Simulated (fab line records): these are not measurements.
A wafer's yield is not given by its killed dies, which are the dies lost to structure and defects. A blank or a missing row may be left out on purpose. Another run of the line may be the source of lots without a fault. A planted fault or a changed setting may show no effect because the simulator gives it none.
fab line records | flow sfq-line
record: lots: 15 wafers: 45 last-day: 87
route steps=325 shown A5B@210 I5@236 I6@267
lots that met no fault: from a run of the same line without faults
start-h: start of the lot's first displayed wafer, in hours after the record's first day | wait-h: hours since the lot's step before | " the same as in the row above | L1.1+2: a single row standing in for several wafers | - value missing, or start not given | * or withheld: withheld | < > ~ a bound
route shown NAME@n: names a module that has steps shown in the file, with the first one's number in the route | usual: mean/standard deviation taken from wafers without a fault | same: alike in all rows | chamber/n: place in a boat | sites: per-site readings | _std_site: standard deviation across them | _edge_site: inner sites' mean taken away from outer sites' mean | radius-mm: how far each site lies from the wafer's centre | mask NAME#n: copy n | behind: tool/chamber where the wafer was last shaped | hold: why the lot went on hold/how many hours it stayed there/how the hold came to an end | device: whichever transistor did not switch (one of n, p or np) | end of line: the same wafers' tests at the end of the route | for a step that has no rows: nothing shown but its recipe | killed: count of dies lost to structure and defects at first sort (not the wafer's yield) | map: dies across one wafer; x = killed, . = not, _ = none there
set.NAME: the setting as run; set.NAME@STEP: as run at that earlier step | model.NAME: the simulator's own value behind a step, which no gauge read
route steps across a sampled set of lots; one table per step, one row per wafer
services: from which hour (start-h, from the record's first day; less than 0 if before it) a tool's chamber was out of use, for how many hours, and why
== steps ==
step: SFQ_TRILAYER_A5B_CMP_CMP_130
recipe: stop-on: Nb down-force-psi: 3 platen-rpm: 60 target-thk-nm: 340.7
usual: motor-current-A: 9.7/0.88
columns lot.wafer tool chamber start-h wait-h motor-current-A
L896.4 cmp-01 3 1293.07 1.0 8.2
L896.2 " 0 " " 10.3
L896.6 " 2 1294.57 2.5 8.7
L897.3 cmp-02 1 1298.07 0.0 10.7
L897.1 " 0 1299.57 1.5 9.7
L897.6 " 1 " " 9.9
L899.1 cmp-02 1 1374.34 2.9 10.1
L899.2 " 3 1375.34 3.9 11.2
L899.5 " 0 " " 9.8
L900.2 cmp-01 3 1378.35 0.0 9.0
L900.6 " 3 1380.35 2.0 8.7
L900.5 " 0 " " 10.1
L902.3 cmp-02 2 1389.64 0.5 8.9
L902.2 " 3 " " 11.7
L902.1 " 0 " " 9.3
L905.1 cmp-02 3 1446.79 1.0 12.3
L905.3 " 0 " " 9.7
L905.6 " 2 1448.29 2.5 9.0
L906.4 cmp-01 0 1446.99 0.0 10.0
L906.3 " 2 1447.99 1.0 8.7
L906.6 " 1 1449.49 2.5 9.9
L907.2 cmp-01 1 1450.73 0.0 9.2
L907.3 " 3 1451.73 1.0 8.5
L907.6 " 2 1453.23 2.5 8.8
L909.4 cmp-02 0 1455.43 1.1 9.2
L909.3 " 1 " " 9.6
L909.1 " 2 " " 9.3
L910.3 cmp-01 0 1457.23 1.8 9.5
L910.1 " 1 " " 9.7
L910.5 " 3 1458.73 3.2 8.9
L911.3 cmp-02 3 1461.93 1.7 11.8
L911.1 " 1 1462.93 2.7 9.7
L911.5 " 2 " " 9.6
L913.1 cmp-01 0 1471.55 7.5 9.8
L913.3 " 1 " " 9.4
L913.6 " 2 " " 8.5
L915.4 cmp-02 3 1482.43 12.5 11.8
L915.3 " 0 " " 9.4
L915.6 " 3 1484.43 14.5 11.5
L918.4 cmp-01 1 1492.05 17.3 9.8
L918.3 " 2 " " 9.0
L918.5 " 1 1494.05 19.3 9.1
L919.2 cmp-02 0 1497.43 20.4 9.7
L919.3 " 2 1498.43 21.4 9.5
L919.1 " 3 " " 12.2
step: SFQ_TRILAYER_I5_BARC_OPEN_VIA_ETCH_200
recipe: mask-material: PR chemistry: O2 target-depth-nm: 125 target: BARC source-w: 500 bias-w: 80 pressure-mtorr: 30 time-s: 41.7
usual: drypump-motor-current-A: 5.7/0.53 oes-product-au: 0.685/0.0047
columns lot.wafer tool chamber start-h wait-h drypump-motor-current-A oes-product-au rf-hours-counter-h
L896.2 rie-diel-01 2 1427.47 0.0 5.9 0.675 9
L896.4 " 3 " " 5.9 0.681 20
L896.6 " 0 " " 5.5 0.688 -
L897.1 rie-diel-01 2 1433.47 0.0 5.9 0.686 9
L897.3 " 0 " " 5.5 0.689 12
L897.6 " 2 " " 5.9 0.676 -
L899.1 rie-diel-01 3 1505.72 0.0 5.9 0.683 21
L899.2 " 0 " " 5.5 0.685 13
L899.5 " 1 " " 5.1 0.688 -
L900.2 rie-diel-03 1 1510.27 0.0 6.5 0.691 20
L900.5 " 2 " " 5.8 0.686 -
L900.6 " 1 " " 6.6 0.682 -
L902.1 rie-diel-03 2 1632.42 0.0 5.7 0.682 9
L902.2 " 3 " " 4.8 0.677 10
L902.3 " 0 " " 5.7 0.684 14
L905.1 rie-diel-03 3 1680.55 0.0 4.8 0.681 10
L905.3 " 0 " " 5.7 0.689 15
L905.6 " 3 " " 4.8 0.689 -
L906.3 rie-diel-03 1 1686.55 0.0 6.5 0.675 0
L906.4 " 0 " " 5.7 0.683 15
L906.6 " 2 " " 5.7 0.686 -
L907.2 rie-diel-03 0 1694.48 0.0 5.7 0.690 15
L907.3 " 2 " " 5.7 0.683 10
L907.6 " 3 " " 4.8 0.680 -
L909.1 rie-diel-03 2 1700.60 0.0 5.8 0.678 10
L909.3 " 1 " " 6.6 0.681 0
L909.4 " 0 " " 5.7 0.686 15
L910.1 rie-diel-04 2 1703.00 0.0 6.2 0.685 9
L910.3 " 0 " " 6.6 0.689 3
L910.5 " 0 " " 6.6 0.681 -
L911.1 rie-diel-03 3 1709.18 0.0 4.8 0.688 11
L911.3 " 0 " " 5.8 0.692 15
L911.5 " 3 " " 4.8 0.684 -
L913.1 rie-diel-01 3 1723.58 0.0 5.9 0.682 1
L913.3 " 2 " " 5.9 0.687 11
L913.6 " 2 " " 5.9 0.684 -
L915.3 rie-diel-03 2 1740.63 0.0 5.7 0.685 11
L915.4 " 3 " " 4.8 0.681 -
L915.6 " 2 " " 5.7 0.676 -
L918.3 rie-diel-04 3 1752.63 0.0 6.2 0.681 11
L918.4 " 2 " " 6.2 0.684 10
L918.5 " 1 " " 5.7 0.686 -
L919.1 rie-diel-01 0 1756.23 0.0 5.5 0.687 14
L919.2 " 2 " " 5.9 0.689 12
L919.3 " 1 " " 5.1 0.683 2
step: SFQ_TRILAYER_I6_CMP_CMP_166
recipe: material: SiO2 down-force-psi: 3 platen-rpm: 60 pad-velocity-m-s: 0.94248
usual: motor-current-A: 9.7/0.89 time-to-endpoint-s: 218/8
columns lot.wafer tool chamber start-h wait-h motor-current-A time-to-endpoint-s
L896.4 cmp-02 3 1575.50 18.8 11.5 219
L896.2 " 2 1577.00 20.4 9.2 208
L896.6 " 0 1578.00 21.3 9.9 215
L897.3 cmp-02 1 1582.00 23.0 9.7 211
L897.1 " 2 " " 9.8 215
L897.6 " 0 1583.50 24.4 9.7 218
L899.2 cmp-02 0 1636.19 0.1 9.9 195
L899.1 " 3 1637.69 1.6 11.6 213
L899.5 " 1 1638.69 2.5 10.5 209
L900.2 cmp-02 0 1639.69 2.4 9.5 202
L900.6 " 3 1641.19 3.8 11.8 209
L900.5 " 0 " " 9.0 201
L902.2 cmp-01 2 1646.76 3.3 9.0 209
L902.3 " 3 " " 7.9 221
L902.1 " 0 " " 9.9 212
L905.1 cmp-01 0 1737.64 0.9 9.9 206
L905.3 " 2 1738.64 1.9 8.8 220
L905.6 " 3 " " 8.3 220
L906.4 cmp-02 0 1810.79 0.6 9.5 217
L906.3 " 2 1811.79 1.6 9.5 222
L906.6 " 0 1812.79 2.6 9.7 225
L907.3 cmp-01 2 1812.61 1.2 8.9 218
L907.2 " 3 " " 8.7 214
L907.6 " 2 1814.61 3.2 8.7 228
L909.1 cmp-02 2 1817.18 0.5 9.3 217
L909.4 " 3 " " 12.3 227
L909.3 " 0 " " 10.0 217
L910.3 cmp-01 1 1818.61 0.8 9.7 222
L910.1 " 3 1819.61 1.8 8.7 179
L910.5 " 1 1820.61 2.7 9.2 220
L911.3 cmp-01 2 1822.11 0.7 9.3 219
L911.1 " 0 1823.11 1.7 10.2 185
L911.5 " 1 " " 9.8 234
L913.1 cmp-01 1 1829.88 0.0 9.3 180
L913.3 " 2 " " 8.7 220
L913.6 " 1 1831.88 2.0 10.4 186
L915.4 cmp-02 2 1843.52 2.8 9.2 220
L915.3 " 3 " " 11.7 215
L915.6 " 1 1845.02 4.3 10.5 219
L918.4 cmp-02 1 1849.63 1.0 9.9 213
L918.3 " 2 " " 9.6 213
L918.5 " 0 1851.13 2.5 10.0 215
L919.1 cmp-02 2 1851.63 0.6 9.2 212
L919.2 " 3 " " 12.2 221
L919.3 " 0 " " 9.8 218
step: SFQ_TRILAYER_I6_METRO_MEASURE_167
usual: thk-nm: 200.2/1.1
columns lot.wafer tool chamber start-h wait-h thk-nm
L896.2 film-metro-01 - 1578.82 0.3 200.1
L896.4 " - " " 199.4
L896.6 " - " " 199.5
L897.1 film-metro-02 - 1584.62 0.1 199.9
L897.3 " - " " 199.9
L897.6 " - " " 198.9
L899.1 film-metro-03 - 1639.31 0.1 199.5
L899.2 " - " " 198.6
L899.5 " - " " 198.0
L900.2 film-metro-02 - 1642.51 0.3 198.9
L900.5 " - " " 198.2
L900.6 " - " " 198.8
L902.1 film-metro-02 - 1649.88 0.1 199.8
L902.2 " - " " 200.1
L902.3 " - " " 199.7
L905.1 film-metro-01 - 1740.26 0.1 198.0
L905.3 " - " " 200.2
L905.6 " - " " 199.0
L906.3 film-metro-03 - 1814.31 0.5 198.7
L906.4 " - " " 198.2
L906.6 " - " " 198.4
L907.2 film-metro-02 - 1815.93 0.3 201.4
L907.3 " - " " 201.1
L907.6 " - " " 201.1
L909.1 film-metro-03 - 1819.80 0.1 199.3
L909.3 " - " " 198.9
L909.4 " - " " 200.8
L910.1 film-metro-02 - 1821.73 0.1 251.7
L910.3 " - " " 201.2
L910.5 " - " " 201.8
L911.1 film-metro-01 - 1824.73 0.1 251.0
L911.3 " - " " 201.3
L911.5 " - " " 201.8
L913.1 film-metro-02 - 1833.00 0.1 252.3
L913.3 " - " " 202.5
L913.6 " - " " 250.9
L915.3 film-metro-02 - 1846.04 0.5 200.1
L915.4 " - " " 199.3
L915.6 " - " " 200.9
L918.3 film-metro-01 - 1852.15 0.5 201.3
L918.4 " - " " 200.9
L918.5 " - " " 198.9
L919.1 film-metro-01 - 1854.75 0.1 201.4
L919.2 " - " " 200.9
L919.3 " - " " 201.5
step: SFQ_TRILAYER_I6_VIA_BARC_OPEN_VIA_ETCH_235
recipe: mask-material: PR chemistry: O2 target-depth-nm: 125 target: BARC source-w: 500 bias-w: 80 pressure-mtorr: 30 time-s: 41.7
usual: drypump-motor-current-A: 5.9/0.48 oes-product-au: 0.686/0.0046
columns lot.wafer tool chamber start-h wait-h drypump-motor-current-A oes-product-au rf-hours-counter-h
L896.2 rie-diel-04 2 1582.10 0.0 6.2 0.691 8
L896.4 " 1 " " 5.7 0.681 20
L896.6 " 2 " " 6.2 0.685 -
L897.1 rie-diel-04 1 1588.10 0.0 5.7 0.693 20
L897.3 " 0 " " 6.6 0.688 1
L897.6 " 0 " " 6.6 0.688 -
L899.1 rie-diel-03 0 1643.67 0.0 5.7 0.688 15
L899.2 " 3 " " 4.8 0.681 10
L899.5 " 0 " " 5.7 0.685 -
L900.2 rie-diel-04 3 1645.92 0.0 6.2 0.694 10
L900.5 " 3 " " 6.2 0.693 -
L900.6 " 0 " " 6.5 0.688 -
L902.1 rie-diel-03 2 1654.19 0.0 5.7 0.691 10
L902.2 " 3 " " 4.8 0.696 10
L902.3 " 0 " " 5.8 0.684 15
L905.1 rie-diel-04 1 1743.75 0.0 5.7 0.682 1
L905.3 " 0 " " 6.6 0.688 3
L905.6 " 2 " " 6.2 0.681 -
L906.3 rie-diel-04 1 1818.04 0.0 5.7 0.688 4
L906.4 " 2 " " 6.2 0.689 12
L906.6 " 0 " " 6.5 0.680 -
L907.2 rie-diel-03 3 1821.64 0.0 4.8 0.686 14
L907.3 " 2 " " 5.7 0.685 13
L907.6 " 0 " " 5.7 0.683 -
L909.1 rie-diel-04 3 1826.44 0.0 6.2 0.688 13
L909.3 " 0 " " 6.5 0.688 6
L909.4 " 2 " " 6.2 0.685 12
L910.1 rie-diel-03 3 1830.04 0.0 4.8 0.692 14
L910.3 " 0 " " 5.7 0.679 2
L910.5 " 1 " " 6.6 0.689 -
L911.1 rie-diel-02 0 1831.24 0.0 5.8 0.689 15
L911.3 " 3 " " 5.6 0.687 19
L911.5 " 1 " " 5.4 0.685 -
L913.1 rie-diel-04 2 1840.84 0.0 6.2 0.684 13
L913.3 " 1 " " 5.7 0.690 5
L913.6 " 2 " " 6.2 0.679 -
L915.3 rie-diel-04 0 1852.39 0.0 6.5 0.683 6
L915.4 " 3 " " 6.2 0.689 14
L915.6 " 1 " " 5.7 0.681 -
L918.3 rie-diel-02 2 1960.37 0.0 6.0 0.675 13
L918.4 " 1 " " 5.4 0.688 1
L918.5 " 0 " " 5.8 0.690 -
L919.1 rie-diel-03 2 1965.17 0.0 5.7 0.689 15
L919.2 " 3 " " 4.8 0.688 15
L919.3 " 1 " " 6.5 0.688 5
step: SFQ_TRILAYER_I6_VIA_ETCH_VIA_ETCH_172
recipe: target: SiO2 stop-on: Nb mask-material: PR taper-deg: 20 chemistry: CHF3 target-depth-nm: 260 source-w: 500 bias-w: 80 pressure-mtorr: 30 time-s: withheld
usual: drypump-motor-current-A: 5.9/0.48 oes-product-au: 0.855/0.0051
columns lot.wafer tool chamber start-h wait-h drypump-motor-current-A oes-product-au
L896.2 rie-diel-04 2 1582.14 0.0 6.2 0.854
L896.4 " 1 " " 5.7 0.853
L896.6 " 2 " " 6.2 0.844
L897.1 rie-diel-04 1 1588.14 0.0 5.7 0.846
L897.3 " 0 " " 6.5 0.858
L897.6 " 0 " " 6.6 0.845
L899.1 rie-diel-03 0 1643.71 0.0 5.7 0.856
L899.2 " 3 " " 4.7 0.853
L899.5 " 0 " " 5.7 0.848
L900.2 rie-diel-04 3 1645.96 0.0 6.2 0.851
L900.5 " 3 " " 6.3 0.850
L900.6 " 0 " " 6.5 0.848
L902.1 rie-diel-03 2 1654.23 0.0 5.7 0.854
L902.2 " 3 " " 4.8 0.864
L902.3 " 0 " " 5.8 0.845
L905.1 rie-diel-04 1 1743.79 0.0 5.7 0.852
L905.3 " 0 " " 6.5 0.858
L905.6 " 2 " " 6.2 0.850
L906.3 rie-diel-04 1 1818.08 0.0 5.7 0.850
L906.4 " 2 " " 6.2 0.850
L906.6 " 0 " " 6.6 0.848
L907.2 rie-diel-03 3 1821.68 0.0 4.8 0.861
L907.3 " 2 " " 5.7 0.853
L907.6 " 0 " " 5.7 0.859
L909.1 rie-diel-04 3 1826.48 0.0 6.2 0.844
L909.3 " 0 " " 6.5 0.859
L909.4 " 2 " " 6.2 0.855
L910.1 rie-diel-03 3 1830.08 0.0 4.7 0.974
L910.3 " 0 " " 5.7 0.852
L910.5 " 1 " " 6.6 0.858
L911.1 rie-diel-02 0 1831.28 0.0 5.8 0.978
L911.3 " 3 " " 5.6 0.848
L911.5 " 1 " " 5.5 0.859
L913.1 rie-diel-04 2 1840.88 0.0 6.1 0.979
L913.3 " 1 " " 5.7 0.866
L913.6 " 2 " " 6.2 0.977
L915.3 rie-diel-04 0 1852.43 0.0 6.5 0.852
L915.4 " 3 " " 6.3 0.855
L915.6 " 1 " " 5.7 0.850
L918.3 rie-diel-02 2 1960.41 0.0 6.0 0.864
L918.4 " 1 " " 5.5 0.858
L918.5 " 0 " " 5.8 0.854
L919.1 rie-diel-03 2 1965.21 0.0 5.7 0.855
L919.2 " 3 " " 4.8 0.856
L919.3 " 1 " " 6.6 0.855
== services ==
columns tool chamber start-h hours kind
rie-diel-04 1 1333.13 3.8 repair
cmp-02 - 1333.34 1.2 repair
cmp-02 - 1338.52 5.1 repair
rie-diel-04 1 1383.69 2.5 repair
cmp-02 - 1393.97 1.6 repair
rie-diel-04 1 1432.42 13.5 repair
rie-diel-04 2 1437.66 6.6 repair
rie-diel-03 3 1449.77 8.5 repair
rie-diel-03 0 1458.59 73.2 repair
cmp-02 - 1491.90 0.3 repair
rie-diel-03 - 1521.14 1.0 repair
rie-diel-04 0 1546.91 4.3 repair
cmp-02 - 1549.07 5.4 repair
cmp-02 - 1584.50 8.3 pm
cmp-02 - 1593.64 9.3 repair
cmp-02 - 1602.91 4.0 pm
rie-diel-04 - 1695.38 0.2 repair
rie-diel-04 1 1713.04 2.2 repair
rie-diel-03 1 1739.89 3.7 repair
rie-diel-04 2 1767.65 9.8 repair
rie-diel-03 2 1846.68 1.2 repair
rie-diel-03 - 1858.82 2.8 pm
rie-diel-03 2 1915.22 1.5 repair
rie-diel-03 3 1937.14 2.4 repair
== key ==
first-sign: step: SFQ_TRILAYER_I6_CMP_CMP_166 reading: time-to-endpoint-s direction: down sigmas: 4.4 usual: * struck: *
effect: step: SFQ_TRILAYER_I6_METRO_MEASURE_167 reading: thk-nm direction: up sigmas: 48 usual: 200.2 struck: 251.5
effect: step: SFQ_TRILAYER_I6_VIA_ETCH_VIA_ETCH_172 reading: oes-product-au direction: up sigmas: 24 usual: 0.855 struck: 0.977
met-at SFQ_TRILAYER_I6_CMP_CMP_166
struck-lots L910,L911,L913
struck-wafers L910.1,L911.1,L913.1,L913.6
not-acting-at SFQ_TRILAYER_A5B_CMP_CMP_130,SFQ_TRILAYER_I5_BARC_OPEN_VIA_ETCH_200,SFQ_TRILAYER_I6_VIA_BARC_OPEN_VIA_ETCH_235
fault: kind: process-parameter-drift tool: cmp-01 chamber: - onset-h: 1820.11 steps: SFQ_TRILAYER_I6_CMP_CMP_166 channel: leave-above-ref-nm offset: 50 shape: step end-h: 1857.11 scope: struck-wafers-only acts-in: these-recipes-only stated: 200
